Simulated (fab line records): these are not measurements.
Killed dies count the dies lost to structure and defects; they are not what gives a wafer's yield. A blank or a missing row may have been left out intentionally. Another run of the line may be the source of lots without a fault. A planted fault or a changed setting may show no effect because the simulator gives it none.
fab line records	flow sky130
record: lots: 13	wafers: 39	last-day: 50
route steps=708 shown CAP2M@604 METAL5@662 PASSIVATION@681 PAD_OPEN@708
lots untouched by any fault: they come from a run of this same line in which no faults occurred
start-h: hours from the record's opening day to when the first of the lot's shown wafers began	wait-h: hours from the lot's prior step to this one	" unchanged from the row above	L1.1+2: a single row standing in for several wafers	- no value, or no start was given	* or withheld: withheld	< > ~ a bound
route shown NAME@n: names a module that has steps shown in the file, with the first one's number in the route	usual: mean/standard deviation taken from wafers without a fault	same: alike in all rows	chamber/n: place in a boat	sites: per-site readings	_std_site: standard deviation of those values	_edge_site: the outer-site mean with the inner-site mean subtracted	radius-mm: for every site, how far away it sits from the centre of the wafer	mask NAME#n: copy n	behind: the most recent tool/chamber to have shaped the wafer	hold: reason for holding the lot/hours on hold/outcome of the hold	device: names the non-switching transistor (n, p or np)	end of line: the tests these same wafers got at the end of their route	step lacking rows: just its recipe	killed: dies that structure and defects cost at the first sort, which is not the same as the wafer's yield	map: the dies of a wafer, with x for killed, . for not killed, _ for no die there
set.NAME: the run value of the setting; set.NAME@STEP: its run value at that earlier step	model.NAME: the simulator's own value behind a step, which no gauge read
steps of the route over a sample of lots; a table a step, a row a wafer
services: when a tool's chamber went out of use (start-h, in hours from the record's first day, below 0 if earlier), for how many hours, and the reason
== steps ==
step: SKY_CAP2M_THK_MEAS_01
recipe: reads: SiO2_of_CAP2M_CVD_00
usual: CAP2M_CVD_00_THK: 15.55/0.21
lot.wafer	tool	chamber	start-h	wait-h	CAP2M_CVD_00_THK[nm]
L186.2	film-metro-04	-	926.48	-	15.43
L186.3	"	-	"	"	15.40
L186.6	"	-	"	"	15.71
L187.2	film-metro-03	-	938.22	-	15.50
L187.3	"	-	"	"	15.43
L187.6	"	-	"	"	15.70
L188.1	film-metro-03	-	943.83	-	15.63
L188.5	"	-	"	"	15.75
L188.6	"	-	"	"	15.63
L191.2	film-metro-03	-	968.18	-	15.05
L191.4	"	-	"	"	15.52
L191.5	"	-	"	"	15.54
L192.3	film-metro-04	-	972.89	-	15.71
L192.4	"	-	"	"	15.81
L192.5	"	-	"	"	15.75
L194.4	film-metro-04	-	990.61	-	15.68
L194.5	"	-	"	"	15.84
L194.6	"	-	"	"	15.78
L195.1	film-metro-03	-	993.77	-	15.51
L195.5	"	-	"	"	15.61
L195.6	"	-	"	"	15.64
L197.1	film-metro-03	-	1007.02	-	15.22
L197.2	"	-	"	"	15.38
L197.4	"	-	"	"	15.70
L199.1	film-metro-03	-	1019.85	-	15.43
L199.2	"	-	"	"	15.42
L199.3	"	-	"	"	15.55
L206.1	film-metro-02	-	1067.18	-	15.39
L206.2	"	-	"	"	15.50
L206.3	"	-	"	"	15.60
L207.3	film-metro-03	-	1071.65	-	15.27
L207.4	"	-	"	"	15.59
L207.5	"	-	"	"	15.37
L208.1	film-metro-03	-	1079.18	-	15.35
L208.3	"	-	"	"	15.29
L208.6	"	-	"	"	15.67
L209.1	film-metro-03	-	1092.02	-	15.63
L209.2	"	-	"	"	15.53
L209.4	"	-	"	"	15.86
step: SKY_METAL5_SPUTTER_01
recipe: material: TiN	target-thk-nm: 20	power-w: 6500	time-s: 16.7	chamber-pressure-pa: 0.4
usual: cathode-dc-power-W: 6500.1/1.2	throttle-valve-pct: 29.9/1.1
same: time-s: 16.7
lot.wafer	tool	chamber	start-h	wait-h	cathode-dc-power-W	throttle-valve-pct
L186.2	pvd-sputter-01	-	1002.36	0.0	6499.4	29.3
L186.3	"	-	"	"	6499.6	27.0
L186.6	"	-	"	"	6500.3	29.2
L187.2	pvd-sputter-03	-	1012.40	0.0	6501.2	30.3
L187.3	"	-	"	"	6502.3	30.6
L187.6	"	-	"	"	6499.5	31.0
L188.1	pvd-sputter-02	-	1019.10	0.0	6501.0	29.9
L188.5	"	-	"	"	6497.8	30.1
L188.6	"	-	"	"	6500.5	30.9
L191.2	pvd-sputter-01	-	1042.13	0.0	6500.0	30.8
L191.4	"	-	"	"	6501.3	29.4
L191.5	"	-	"	"	6498.3	30.9
L192.3	pvd-sputter-02	-	1045.51	0.0	6499.1	30.0
L192.4	"	-	"	"	6498.4	30.7
L192.5	"	-	"	"	6501.8	29.5
L194.4	pvd-sputter-01	-	1061.80	0.0	6501.9	29.5
L194.5	"	-	"	"	6501.6	27.0
L194.6	"	-	"	"	6499.9	29.7
L195.1	pvd-sputter-01	-	1064.20	0.0	6499.8	30.9
L195.5	"	-	"	"	6501.4	27.2
L195.6	"	-	"	"	6498.9	29.8
L197.1	pvd-sputter-01	-	1076.76	0.0	6498.4	26.9
L197.2	"	-	"	"	6670.8	29.1
L197.4	"	-	"	"	6668.4	29.1
L199.1	pvd-sputter-01	-	1089.50	0.0	6500.8	27.1
L199.2	"	-	"	"	6668.0	29.2
L199.3	"	-	"	"	6501.7	29.7
L206.1	pvd-sputter-03	-	1130.07	0.0	6502.0	30.5
L206.2	"	-	"	"	6503.7	30.1
L206.3	"	-	"	"	6500.5	29.8
L207.3	pvd-sputter-03	-	1135.78	0.0	6501.0	30.1
L207.4	"	-	"	"	6498.3	30.7
L207.5	"	-	"	"	6501.1	30.1
L208.1	pvd-sputter-01	-	1140.91	0.0	6501.4	29.0
L208.3	"	-	"	"	6499.9	27.1
L208.6	"	-	"	"	6500.0	29.4
L209.1	pvd-sputter-03	-	1153.11	0.0	6500.5	30.7
L209.2	"	-	"	"	6503.0	30.9
L209.4	"	-	"	"	6499.0	29.8
step: SKY_PASSIVATION_CVD_00
recipe: material: SiO2	target-thk-nm: 90	temp-c: 400	time-s: withheld	rf-w: 600
usual: heater-power-w: 655/92
lot.wafer	tool	chamber	start-h	wait-h	heater-power-w
L186.2	pecvd-04	2	1025.25	0.0	724
L186.3	"	0	"	"	585
L186.6	"	0	"	"	606
L187.2	pecvd-01	1	1036.00	0.0	663
L187.3	"	0	"	"	491
L187.6	"	0	"	"	505
L188.1	pecvd-02	1	1043.04	0.0	710
L188.5	"	2	"	"	786
L188.6	"	0	"	"	597
L191.2	pecvd-02	2	1064.75	0.0	740
L191.4	"	0	"	"	500
L191.5	"	2	"	"	754
L192.3	pecvd-02	0	1067.89	0.0	534
L192.4	"	2	"	"	709
L192.5	"	0	"	"	528
L194.4	pecvd-01	2	1083.71	0.0	807
L194.5	"	0	"	"	447
L194.6	"	1	"	"	705
L195.1	pecvd-04	0	1086.40	0.0	609
L195.5	"	0	"	"	607
L195.6	"	1	"	"	580
L197.1	pecvd-02	0	1097.44	0.0	529
L197.2	"	2	"	"	725
L197.4	"	2	"	"	717
L199.1	pecvd-04	0	1110.29	0.0	678
L199.2	"	1	"	"	623
L199.3	"	2	"	"	683
L206.1	pecvd-01	2	1149.15	0.0	741
L206.2	"	0	"	"	522
L206.3	"	0	"	"	533
L207.3	pecvd-01	2	1154.51	0.0	750
L207.4	"	0	"	"	524
L207.5	"	0	"	"	528
L208.1	pecvd-02	2	1159.09	0.0	785
L208.3	"	0	"	"	592
L208.6	"	1	"	"	784
L209.1	pecvd-02	2	1171.65	0.0	778
L209.2	"	1	"	"	732
L209.4	"	0	"	"	584
step: SKY_PASSIVATION_THK_MEAS_01
recipe: reads: SiO2_of_PASSIVATION_CVD_00
usual: PASSIVATION_CVD_00_THK: 90.1/1.3
lot.wafer	tool	chamber	start-h	wait-h	PASSIVATION_CVD_00_THK[nm]
L186.2	film-metro-01	-	1025.28	-	89.6
L186.3	"	-	"	"	90.4
L186.6	"	-	"	"	91.7
L187.2	film-metro-01	-	1036.03	-	91.7
L187.3	"	-	"	"	91.3
L187.6	"	-	"	"	92.7
L188.1	film-metro-02	-	1043.06	-	86.9
L188.5	"	-	"	"	90.8
L188.6	"	-	"	"	88.9
L191.2	film-metro-02	-	1064.78	-	89.1
L191.4	"	-	"	"	89.7
L191.5	"	-	"	"	89.7
L192.3	film-metro-02	-	1067.93	-	89.4
L192.4	"	-	"	"	90.3
L192.5	"	-	"	"	89.3
L194.4	film-metro-04	-	1083.78	-	91.8
L194.5	"	-	"	"	92.3
L194.6	"	-	"	"	91.8
L195.1	film-metro-04	-	1086.43	-	90.1
L195.5	"	-	"	"	91.4
L195.6	"	-	"	"	89.4
L197.1	film-metro-04	-	1097.46	-	88.4
L197.2	"	-	"	"	88.9
L197.4	"	-	"	"	91.1
L199.1	film-metro-02	-	1110.31	-	90.9
L199.2	"	-	"	"	89.8
L199.3	"	-	"	"	90.4
L206.1	film-metro-02	-	1149.18	-	88.5
L206.2	"	-	"	"	88.6
L206.3	"	-	"	"	90.8
L207.3	film-metro-01	-	1154.56	-	91.0
L207.4	"	-	"	"	91.9
L207.5	"	-	"	"	91.0
L208.1	film-metro-01	-	1159.11	-	89.1
L208.3	"	-	"	"	88.1
L208.6	"	-	"	"	89.9
L209.1	film-metro-01	-	1171.67	-	88.5
L209.2	"	-	"	"	89.5
L209.4	"	-	"	"	90.3
step: SKY_PAD_OPEN_PROBE_99
usual: defect-limited-yield: 82.1/1.9	killed_at_M0_to_M3: 45/6.8	killed_at_M4_up: 3.0/1.7	killed-at-contacts: 25/5.7	killed-at-front-end: 15/4.6	killed-at-other: 0.3/0.66	killed-dies: 88/9.5	killed-open: 48/7.3	killed-short: 39/6.5	sort_bin_3_pad_short: 0.9/0.47	sort_bin_5_function: 10.6/1.5	sort_bin_6_memory: 6.4/1.2	sort-n-pass: 404/9.5	sort-yield-pct: 82.1/1.9
same: gross-dies: 492	killed-at-back-side: 0	sort_bin_4_leakage[%]: 0	sort_bin_8_speed[%]: 0
lot.wafer	tool	chamber	start-h	wait-h	defect-limited-yield[%]	killed_at_M0_to_M3	killed_at_M4_up	killed-at-contacts	killed-at-front-end	killed-at-other	killed-dies	killed-open	killed-short	sort_bin_3_pad_short[%]	sort_bin_5_function[%]	sort_bin_6_memory[%]	sort-n-pass	sort-yield-pct[%]
L186.2	prober-01	-	1071.65	0.1	82.7	49	3	14	19	0	85	47	38	1.0	10.0	6.3	407	82.7
L186.3	prober-01	-	1071.70	0.2	82.9	40	3	21	19	1	84	42	41	0.8	11.4	4.9	408	82.9
L186.6	prober-01	-	1071.85	0.2	82.7	39	4	16	26	0	85	53	31	1.2	10.4	5.7	407	82.7
L188.1	prober-01	-	1088.20	0.1	79.9	47	5	21	26	0	99	59	40	1.4	12.6	6.1	393	79.9
L188.5	prober-01	-	1088.40	0.2	84.1	42	3	18	15	0	78	43	34	0	9.6	6.3	414	84.1
L188.6	prober-01	-	1088.45	0.2	84.1	44	1	25	7	1	78	43	34	0.4	8.1	7.3	414	84.1
L195.1	prober-01	-	1128.19	0.1	82.3	45	6	23	13	0	87	42	44	1.6	10.8	5.3	405	82.3
L195.5	prober-01	-	1128.39	0.2	82.3	43	3	33	8	0	87	49	38	0.8	11.6	5.3	405	82.3
L195.6	prober-01	-	1128.44	0.2	84.8	39	2	19	15	0	75	43	31	1.2	7.7	6.3	417	84.8
L206.1	prober-02	-	1185.91	0.1	85.4	40	5	17	9	1	72	27	44	0.6	10.0	4.1	420	85.4
L206.2	prober-02	-	1185.96	0.1	81.7	46	2	23	19	0	90	51	38	0.8	9.8	7.7	402	81.7
L206.3	prober-02	-	1186.01	0.2	82.3	46	2	28	11	0	87	44	43	0.8	11.0	5.9	405	82.3
killed by level:class
L186.2 VIA1:geometric-particle:open=13 FIELD_ISO:geometric-particle:short=6 METAL2:geometric-particle:short=6 VIA2:geometric-particle:open=5 POLY_GATE:geometric-particle:open=4 CONTACT:geometric-particle:short=4 CONTACT:geometric-particle:open=4 METAL1:geometric-particle:short=4
L186.3 VIA1:geometric-particle:open=10 FIELD_ISO:geometric-particle:open=7 CONTACT:geometric-particle:open=7 VIA1:geometric-particle:short=7 POLY_GATE:geometric-particle:short=5 CONTACT:geometric-particle:short=5 LI_CONTACT:geometric-particle:open=4 LOCAL_INTERCONNECT:geometric-particle:short=4
L186.6 VIA1:geometric-particle:open=10 FIELD_ISO:geometric-particle:open=9 VIA3:geometric-particle:open=8 CONTACT:geometric-particle:open=6 POLY_GATE:geometric-particle:open=5 LI_CONTACT:geometric-particle:open=5 FIELD_ISO:geometric-particle:short=4 VIA3:geometric-particle:short=4
L188.1 CONTACT:geometric-particle:open=11 VIA2:geometric-particle:open=10 VIA1:geometric-particle:open=9 METAL2:geometric-particle:short=8 FIELD_ISO:geometric-particle:open=6 POLY_GATE:geometric-particle:open=6 FIELD_ISO:geometric-particle:short=5 VIA1:geometric-particle:short=5
L188.5 VIA1:geometric-particle:open=10 LI_CONTACT:geometric-particle:open=9 VIA3:geometric-particle:open=8 METAL2:geometric-particle:short=6 FIELD_ISO:geometric-particle:short=5 CONTACT:geometric-particle:open=5 VIA1:geometric-particle:short=4 VIA3:geometric-particle:short=4
L188.6 VIA1:geometric-particle:open=11 CONTACT:geometric-particle:open=9 CONTACT:geometric-particle:short=8 VIA3:geometric-particle:open=8 LI_CONTACT:geometric-particle:open=5 VIA2:geometric-particle:open=5 METAL1:geometric-particle:short=4 VIA2:geometric-particle:short=4
L195.1 METAL1:geometric-particle:short=10 CONTACT:geometric-particle:open=9 VIA1:geometric-particle:open=8 METAL4:geometric-particle:short=6 VIA2:geometric-particle:open=6 POLY_GATE:geometric-particle:short=5 LI_CONTACT:geometric-particle:open=5 METAL2:geometric-particle:short=5
L195.5 VIA1:geometric-particle:open=16 CONTACT:geometric-particle:short=11 CONTACT:geometric-particle:open=10 LI_CONTACT:geometric-particle:open=8 VIA2:geometric-particle:open=5 METAL1:geometric-particle:short=4 VIA3:geometric-particle:short=4 SPACER:geometric-particle:short=3
L195.6 VIA2:geometric-particle:open=11 VIA1:geometric-particle:open=8 POLY_GATE:geometric-particle:open=5 CONTACT:geometric-particle:open=5 CONTACT:geometric-particle:short=5 LOCAL_INTERCONNECT:geometric-particle:short=4 POLY_GATE:geometric-particle:short=3 VIA1:geometric-particle:short=3
L206.1 VIA1:geometric-particle:open=8 VIA1:geometric-particle:short=8 VIA3:geometric-particle:open=7 CONTACT:geometric-particle:open=6 LOCAL_INTERCONNECT:geometric-particle:short=5 METAL1:geometric-particle:short=5 FIELD_ISO:geometric-particle:short=4 CONTACT:geometric-particle:short=4
L206.2 CONTACT:geometric-particle:open=12 VIA1:geometric-particle:open=10 VIA3:geometric-particle:open=9 FIELD_ISO:geometric-particle:open=5 METAL2:geometric-particle:short=5 VIA2:geometric-particle:short=5 POLY_GATE:geometric-particle:open=4 LI_CONTACT:geometric-particle:open=4
L206.3 CONTACT:geometric-particle:open=14 CONTACT:geometric-particle:short=9 METAL1:geometric-particle:short=8 VIA1:geometric-particle:open=7 VIA1:geometric-particle:short=6 METAL2:geometric-particle:short=5 VIA3:geometric-particle:open=5 FIELD_ISO:geometric-particle:open=4
== services ==
tool	chamber	start-h	hours	kind
pecvd-01	0	988.28	3.9	repair
pecvd-01	0	992.20	5.5	scheduled-down
pecvd-04	-	992.62	1.3	repair
pecvd-04	1	994.46	2.1	scheduled-down
pecvd-04	0	998.73	3.9	repair
pecvd-02	1	999.38	-	clean
pecvd-02	1	999.38	-	consumable-replace:showerhead
pecvd-02	1	999.38	29.0	scheduled-down
pecvd-02	1	999.38	29.0	vent-cycle
pecvd-02	-	1006.86	1.7	repair
pecvd-04	2	1025.31	5.5	scheduled-down
pvd-sputter-01	-	1049.02	1.7	repair
pvd-sputter-01	-	1062.95	0.6	repair
pecvd-02	1	1065.35	5.5	scheduled-down
pecvd-04	2	1080.74	7.6	repair
pecvd-01	2	1105.06	2.1	scheduled-down
pvd-sputter-03	-	1115.68	1.0	repair
pecvd-02	-	1126.30	0.8	repair
pecvd-01	1	1138.50	2.1	scheduled-down
pecvd-01	1	1143.76	18.7	repair
== key ==
first-sign: step: SKY_METAL5_SPUTTER_01	reading: cathode-dc-power-W	direction: up	sigmas: 99+	usual: 6500.1	struck: 6669.1
effect none on later readings
met-at SKY_METAL5_SPUTTER_01
struck-lots L197,L199
struck-wafers L197.2,L197.4,L199.2
not-acting-at SKY_CAP2M_THK_MEAS_01,SKY_PASSIVATION_CVD_00,SKY_PASSIVATION_THK_MEAS_01
fault: kind: process-parameter-drift	tool: pvd-sputter-01	chamber: -	onset-h: 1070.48	steps: SKY_METAL5_SPUTTER_01	channel: power-w	offset: *	shape: step	end-h: 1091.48	acts-in: *	stated: *	scope: struck-wafers-only
